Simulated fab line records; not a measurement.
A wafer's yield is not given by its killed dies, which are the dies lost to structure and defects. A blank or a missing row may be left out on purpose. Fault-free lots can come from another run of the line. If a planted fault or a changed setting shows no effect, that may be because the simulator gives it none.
fab line records -- flow sky130
[record] lots = 12, wafers = 36, lastDay = 49
route steps=708 shown NWELL@73 SPACER@306 SD_P@327
lots that met no fault: taken from a fault-free run of the same line
startH: the number of hours between the record's first day and the start of the first shown wafer of the lot -- waitH: hours from the lot's prior step to this one -- " the same as in the row above -- L1.1+2: a single row standing in for several wafers -- - either no value or no given start -- * or withheld: withheld -- < > ~ a bound
route shown NAME@n: NAME is a module with steps in the file, n the number in the route of the first one -- usual: mean and standard deviation over wafers with no fault -- same: alike in all rows -- chamber/n: place in a boat -- sites: readings site by site -- _std_site: the standard deviation of these -- _edge_site: inner sites' mean taken away from outer sites' mean -- radiusMm: for every site, how far away it sits from the centre of the wafer -- mask NAME#n: copy n -- behind: the most recent tool/chamber to have shaped the wafer -- hold: the reason the lot was held/the length of the hold in hours/how it ended -- device: names the non-switching transistor (n, p or np) -- end of line: the tests these same wafers got at the end of their route -- a step given without rows: its recipe and nothing more -- killed: not the wafer's yield, but the dies lost to structure and defects at the first sort -- map: a wafer's dies, marking killed ones x, the rest . and places with no die _
set.NAME: setting as actually run; set.NAME@STEP: the setting as run at that earlier step -- model.NAME: the simulator's own value behind a step, which no gauge read
the route's steps for a sample of lots (tables are steps, rows are wafers)
services: the hour from which a tool's chamber was out of use, counted from the record's first day as startH (under 0 if before that day), plus the number of hours and why
[[steps]]
[step SKY_NWELL_EXPOSE_20]
[recipe] maskId = NWM_COMPLEMENT, na = 0.6, sourceShape = conventional, sigmaOuter = 0.6, polarization = unpolarized, targetCdNm = 840, doseMj = 260
[usual] exposureDoseMJCm2 = 260.03/0.24
lot.wafer,tool,chamber,startH,waitH,mask,exposureDoseMJCm2
L623.1,ilineStepper-02,0,107.33,-,NWM_COMPLEMENT#0,260.10
L623.4,ilineStepper-02,0,107.33,-,NWM_COMPLEMENT#0,260.00
L623.5,ilineStepper-02,0,107.33,-,NWM_COMPLEMENT#0,260.03
L624.1,ilineStepper-01,0,107.97,-,NWM_COMPLEMENT#0,260.08
L624.3,ilineStepper-01,0,107.97,-,NWM_COMPLEMENT#0,260.19
L624.5,ilineStepper-01,0,107.97,-,NWM_COMPLEMENT#0,259.96
L626.3,ilineStepper-02,0,118.67,-,NWM_COMPLEMENT#0,260.17
L626.4,ilineStepper-02,0,118.67,-,NWM_COMPLEMENT#0,260.04
L626.5,ilineStepper-02,0,118.67,-,NWM_COMPLEMENT#0,260.10
L627.2,ilineStepper-01,0,124.90,-,NWM_COMPLEMENT#0,259.92
L627.3,ilineStepper-01,0,124.90,-,NWM_COMPLEMENT#0,260.08
L627.6,ilineStepper-01,0,124.90,-,NWM_COMPLEMENT#0,260.03
L628.3,ilineStepper-02,0,133.11,-,NWM_COMPLEMENT#0,259.47
L628.5,ilineStepper-02,0,133.11,-,NWM_COMPLEMENT#0,259.73
L628.6,ilineStepper-02,0,133.11,-,NWM_COMPLEMENT#0,259.76
L630.1,ilineStepper-01,0,143.00,-,NWM_COMPLEMENT#0,259.90
L630.4,ilineStepper-01,0,143.00,-,NWM_COMPLEMENT#0,260.27
L630.5,ilineStepper-01,0,143.00,-,NWM_COMPLEMENT#0,260.14
L632.2,ilineStepper-01,0,151.70,-,NWM_COMPLEMENT#0,260.07
L632.4,ilineStepper-01,0,151.70,-,NWM_COMPLEMENT#0,260.12
L632.6,ilineStepper-01,0,151.70,-,NWM_COMPLEMENT#0,259.96
L633.1,ilineStepper-02,0,158.61,-,NWM_COMPLEMENT#0,260.01
L633.5,ilineStepper-02,0,158.61,-,NWM_COMPLEMENT#0,260.62
L633.6,ilineStepper-02,0,158.61,-,NWM_COMPLEMENT#0,260.05
L634.4,ilineStepper-01,0,162.78,-,NWM_COMPLEMENT#0,259.97
L634.5,ilineStepper-01,0,162.78,-,NWM_COMPLEMENT#0,259.63
L634.6,ilineStepper-01,0,162.78,-,NWM_COMPLEMENT#0,260.24
L635.1,ilineStepper-01,0,173.90,-,NWM_COMPLEMENT#0,259.83
L635.3,ilineStepper-01,0,173.90,-,NWM_COMPLEMENT#0,260.16
L635.6,ilineStepper-01,0,173.90,-,NWM_COMPLEMENT#0,260.34
L636.2,ilineStepper-02,0,176.24,-,NWM_COMPLEMENT#0,260.19
L636.4,ilineStepper-02,0,176.24,-,NWM_COMPLEMENT#0,260.30
L636.6,ilineStepper-02,0,176.24,-,NWM_COMPLEMENT#0,260.47
L637.1,ilineStepper-01,0,185.02,-,NWM_COMPLEMENT_R1#0,260.15
L637.4,ilineStepper-01,0,185.02,-,NWM_COMPLEMENT_R1#0,260.24
L637.6,ilineStepper-01,0,185.02,-,NWM_COMPLEMENT_R1#0,260.08
[step SKY_SPACER_ETCHBACK_02]
[recipe] chemistry = CH3F/O2, target = Si3N4, stopOn = SiO2, sourceW = 400, biasW = 80, pressureMtorr = 25, ch3fFlowSccm = 40, O2_flow_sccm = 30, timeS = 46.7, targetDepthA = 450
[usual] O2_flow_sccm = 30.00/0.09, biasW = 79.99/0.22, drypumpMotorCurrentA = 5.9/0.49, oesProductAu = 0.852/0.0068, throttleValvePct = 10.562/0.0088
lot.wafer,tool,chamber,startH,waitH,O2_flow_sccm,biasW,drypumpMotorCurrentA,oesProductAu,rfHoursCounterH,throttleValvePct
L624.1,rieDiel-02,2,558.11,0.1,29.92,80.31,6.7,0.862,0,10.562
L624.3,rieDiel-02,1,558.11,0.1,29.96,80.16,6.6,0.854,35,10.572
L624.5,rieDiel-02,0,558.11,0.1,30.17,80.07,5.7,0.856,-,10.553
L623.1,rieDiel-03,0,559.32,0.1,29.99,79.97,5.7,0.858,8,10.562
L623.4,rieDiel-03,0,559.32,0.1,29.96,79.69,5.7,0.857,-,10.562
L623.5,rieDiel-03,1,559.32,0.1,30.23,79.96,5.8,0.855,-,10.562
L626.3,rieDiel-03,3,573.80,0.0,30.09,80.36,6.4,0.855,0,10.566
L626.4,rieDiel-03,2,573.80,0.0,29.98,79.69,5.2,0.863,65,10.576
L626.5,rieDiel-03,1,573.80,0.0,30.26,80.50,5.8,0.854,-,10.557
L627.2,rieDiel-03,2,582.86,0.0,30.00,79.73,5.2,0.844,65,10.567
L627.3,rieDiel-03,3,582.86,0.0,29.92,80.02,6.4,0.850,0,10.566
L627.6,rieDiel-03,3,582.86,0.0,30.12,79.74,6.4,0.845,-,10.554
L628.3,rieDiel-03,1,594.98,0.0,29.96,80.35,5.8,0.846,2,10.573
L628.5,rieDiel-03,0,594.98,0.0,30.01,79.91,5.7,0.844,-,10.579
L628.6,rieDiel-03,3,594.98,0.0,30.02,79.99,6.4,0.847,-,10.548
L630.1,rieDiel-03,0,610.83,0.1,29.88,79.68,5.7,0.842,9,10.563
L630.4,rieDiel-03,2,610.83,0.1,29.95,79.73,5.2,0.855,-,10.560
L630.5,rieDiel-03,0,610.83,0.1,29.97,79.81,5.7,0.859,-,10.553
L632.2,rieDiel-01,2,617.76,0.0,30.07,80.18,5.3,0.853,35,10.571
L632.4,rieDiel-01,0,617.76,0.0,30.06,80.09,6.2,0.853,50,10.556
L632.6,rieDiel-01,2,617.76,0.0,29.96,80.04,5.3,0.852,-,10.552
L633.1,rieDiel-02,2,627.20,0.1,30.05,79.90,6.8,0.847,1,10.552
L633.5,rieDiel-02,3,627.20,0.1,30.01,80.02,5.6,0.844,-,10.542
L633.6,rieDiel-02,2,627.20,0.1,30.06,79.90,6.7,0.849,-,10.561
L634.4,rieDiel-01,2,636.22,0.0,30.03,79.97,5.2,0.856,35,10.570
L634.5,rieDiel-01,3,636.22,0.0,29.81,80.32,5.7,0.863,-,10.562
L634.6,rieDiel-01,0,636.22,0.0,30.09,80.24,6.1,0.858,-,10.583
L635.1,rieDiel-02,3,656.01,0.1,30.10,80.19,5.6,0.860,4,10.560
L635.3,rieDiel-02,2,656.01,0.1,29.87,79.79,6.8,0.847,2,10.570
L635.6,rieDiel-02,0,656.01,0.1,29.96,79.82,5.7,0.859,-,10.559
L636.2,rieDiel-03,3,658.36,0.0,29.95,80.15,6.3,0.849,2,10.553
L636.4,rieDiel-03,0,658.36,0.0,30.05,80.25,5.7,0.846,-,10.571
L636.6,rieDiel-03,3,658.36,0.0,30.01,79.78,6.4,0.854,-,10.567
L637.1,rieDiel-02,2,668.11,0.1,30.07,79.85,6.7,0.853,2,10.560
L637.4,rieDiel-02,1,668.11,0.1,30.06,79.77,6.6,0.855,37,10.566
L637.6,rieDiel-02,1,668.11,0.1,30.11,80.18,6.6,0.847,-,10.562
[step SKY_SD_P_CD_MEAS_07]
[recipe] targetCdNm = 380
[usual] cdNm = 380.5/2.3
lot.wafer,tool,chamber,startH,waitH,cdNm
L624.1,cdSem-02,-,618.75,0.1,383.2
L624.3,cdSem-02,-,618.75,0.1,382.4
L624.5,cdSem-02,-,618.75,0.1,382.7
L623.1,cdSem-02,-,619.50,0.1,382.7
L623.4,cdSem-02,-,619.50,0.1,382.6
L623.5,cdSem-02,-,619.50,0.1,382.1
L626.3,cdSem-02,-,634.29,0.1,378.2
L626.4,cdSem-02,-,634.29,0.1,379.9
L626.5,cdSem-02,-,634.29,0.1,377.0
L627.2,cdSem-01,-,642.27,0.1,383.7
L627.3,cdSem-01,-,642.27,0.1,384.6
L627.6,cdSem-01,-,642.27,0.1,384.2
L628.3,cdSem-02,-,653.24,0.1,379.6
L628.5,cdSem-02,-,653.24,0.1,380.1
L628.6,cdSem-02,-,653.24,0.1,381.9
L630.1,cdSem-01,-,669.15,0.1,376.0
L630.4,cdSem-01,-,669.15,0.1,375.9
L630.5,cdSem-01,-,669.15,0.1,377.3
L632.2,cdSem-01,-,675.72,0.1,379.2
L632.4,cdSem-01,-,675.72,0.1,379.7
L632.6,cdSem-01,-,675.72,0.1,379.9
L633.1,cdSem-01,-,684.95,0.1,382.8
L633.5,cdSem-01,-,684.95,0.1,382.6
L633.6,cdSem-01,-,684.95,0.1,381.1
L634.4,cdSem-01,-,694.93,0.1,382.7
L634.5,cdSem-01,-,694.93,0.1,383.7
L634.6,cdSem-01,-,694.93,0.1,382.9
L635.1,cdSem-01,-,713.95,0.1,378.2
L635.3,cdSem-01,-,713.95,0.1,377.8
L635.6,cdSem-01,-,713.95,0.1,379.4
L636.2,cdSem-02,-,714.87,0.1,379.4
L636.4,cdSem-02,-,714.87,0.1,378.7
L636.6,cdSem-02,-,714.87,0.1,378.8
L637.1,cdSem-01,-,725.45,0.1,380.9
L637.4,cdSem-01,-,725.45,0.1,384.3
L637.6,cdSem-01,-,725.45,0.1,381.7
[step SKY_SD_P_STRIP_10]
[recipe] chemistry = O2/N2, powerW = 1400, pressureMtorr = 1500, platenTempC = withheld, o2FlowSccm = 3000, n2FlowSccm = 300, overashFraction = 0.5
[usual] drypumpMotorCurrentA = 5.7/0.38, oesProductAu = 0.617/0.0039, stripTimeToEndpointS = 17.49/0.044
lot.wafer,tool,chamber,startH,waitH,drypumpMotorCurrentA,oesProductAu,rfHoursCounterH,stripTimeToEndpointS
L624.1,plasmaAsher-02,1,619.06,0.1,6.3,0.617,44,17.57
L624.3,plasmaAsher-02,0,619.06,0.1,5.7,0.619,-,17.54
L624.5,plasmaAsher-02,1,619.06,0.1,6.3,0.616,-,17.55
L623.1,plasmaAsher-01,1,619.80,0.1,5.7,0.619,93,17.44
L623.4,plasmaAsher-01,1,619.80,0.1,5.7,0.613,-,17.44
L623.5,plasmaAsher-01,0,619.80,0.1,5.0,0.621,-,17.47
L626.3,plasmaAsher-02,0,634.59,0.1,5.7,0.621,-,17.49
L626.4,plasmaAsher-02,1,634.59,0.1,6.3,0.617,-,17.45
L626.5,plasmaAsher-02,1,634.59,0.1,6.4,0.616,-,17.47
L627.2,plasmaAsher-01,1,642.55,0.1,5.7,0.623,95,17.49
L627.3,plasmaAsher-01,1,642.55,0.1,5.7,0.618,-,17.49
L627.6,plasmaAsher-01,1,642.55,0.1,5.7,0.616,-,17.54
L628.3,plasmaAsher-02,1,653.54,0.1,6.4,0.617,-,17.54
L628.5,plasmaAsher-02,1,653.54,0.1,6.4,0.615,-,17.54
L628.6,plasmaAsher-02,0,653.54,0.1,5.7,0.616,-,17.53
L630.1,plasmaAsher-01,1,669.45,0.1,5.7,0.621,98,17.46
L630.4,plasmaAsher-01,1,669.45,0.1,5.7,0.612,-,17.55
L630.5,plasmaAsher-01,1,669.45,0.1,5.7,0.624,-,17.54
L632.2,plasmaAsher-01,0,676.01,0.1,5.0,0.620,99,17.49
L632.4,plasmaAsher-01,0,676.01,0.1,5.0,0.617,-,17.51
L632.6,plasmaAsher-01,0,676.01,0.1,5.0,0.616,-,17.53
L633.1,plasmaAsher-03,1,685.26,0.1,5.6,0.621,87,17.44
L633.5,plasmaAsher-03,1,685.26,0.1,5.6,0.611,-,17.48
L633.6,plasmaAsher-03,0,685.26,0.1,5.7,0.619,-,17.52
L634.4,plasmaAsher-03,0,695.21,0.1,5.7,0.615,-,17.40
L634.5,plasmaAsher-03,0,695.21,0.1,5.7,0.618,-,17.40
L634.6,plasmaAsher-03,1,695.21,0.1,5.6,0.625,-,17.40
L635.1,plasmaAsher-03,0,714.25,0.1,5.7,0.619,90,17.42
L635.3,plasmaAsher-03,0,714.25,0.1,5.7,0.620,-,17.46
L635.6,plasmaAsher-03,0,714.25,0.1,5.7,0.608,-,17.45
L636.2,plasmaAsher-01,0,715.15,0.1,5.0,0.616,103,17.38
L636.4,plasmaAsher-01,0,715.15,0.1,5.0,0.618,-,17.42
L636.6,plasmaAsher-01,1,715.15,0.1,5.7,0.619,-,17.46
L637.1,plasmaAsher-01,0,725.75,0.1,5.0,0.617,104,17.46
L637.4,plasmaAsher-01,1,725.75,0.1,5.7,0.613,-,17.46
L637.6,plasmaAsher-01,1,725.75,0.1,5.7,0.611,-,17.45
[[services]]
tool,chamber,startH,hours,kind
ilineStepper-01,-,156.75,0.5,repair
ilineStepper-02,-,178.02,1.7,pm
ilineStepper-02,-,182.42,4.1,repair
rieDiel-03,2,193.10,7.8,repair
ilineStepper-01,-,214.02,1.7,pm
plasmaAsher-01,-,247.29,0.4,repair
rieDiel-03,1,283.51,5.1,repair
rieDiel-03,2,289.81,6.2,repair
rieDiel-03,0,293.76,4.0,repair
rieDiel-03,-,337.61,11.1,repair
ilineStepper-01,-,412.79,20.8,repair
rieDiel-03,3,424.36,3.6,repair
ilineStepper-01,-,433.57,1.7,pm
plasmaAsher-01,-,489.92,2.8,repair
rieDiel-03,-,509.82,14.6,pm
ilineStepper-01,-,544.14,1.3,repair
rieDiel-03,2,608.39,1.2,repair
rieDiel-03,1,608.43,9.9,repair
plasmaAsher-01,-,613.28,2.8,pm
ilineStepper-01,-,650.38,1.7,pm
rieDiel-03,2,653.62,5.2,repair
ilineStepper-01,-,673.41,2.1,pm
rieDiel-03,3,695.57,12.4,repair
plasmaAsher-01,-,708.97,1.2,repair
[[key]]
[firstSign] step = SKY_NWELL_EXPOSE_20, reading = mask, direction = changed
effect none on later readings
metAt SKY_NWELL_EXPOSE_20
struckLots L637
testerLeftOut L637
notActingAt SKY_SPACER_ETCHBACK_02,SKY_SD_P_CD_MEAS_07,SKY_SD_P_STRIP_10
onsetBetween 173.90 185.02
[fault] kind = wrongMask, tool = any, chamber = -, onsetH = 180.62, steps = SKY_NWELL_EXPOSE_20, auxCopy = NWM_COMPLEMENT_R1#0, cdOffsetNm = -168, scope = struckLotsOnly
// testerLeftOut: of these lots the tester's yield and bins aren't shown, on N5 and GAA mostly nor the transistor test; their killed dies are dies lost to structure and defects alone, not to doping, threshold or leakage, so they don't give the yield
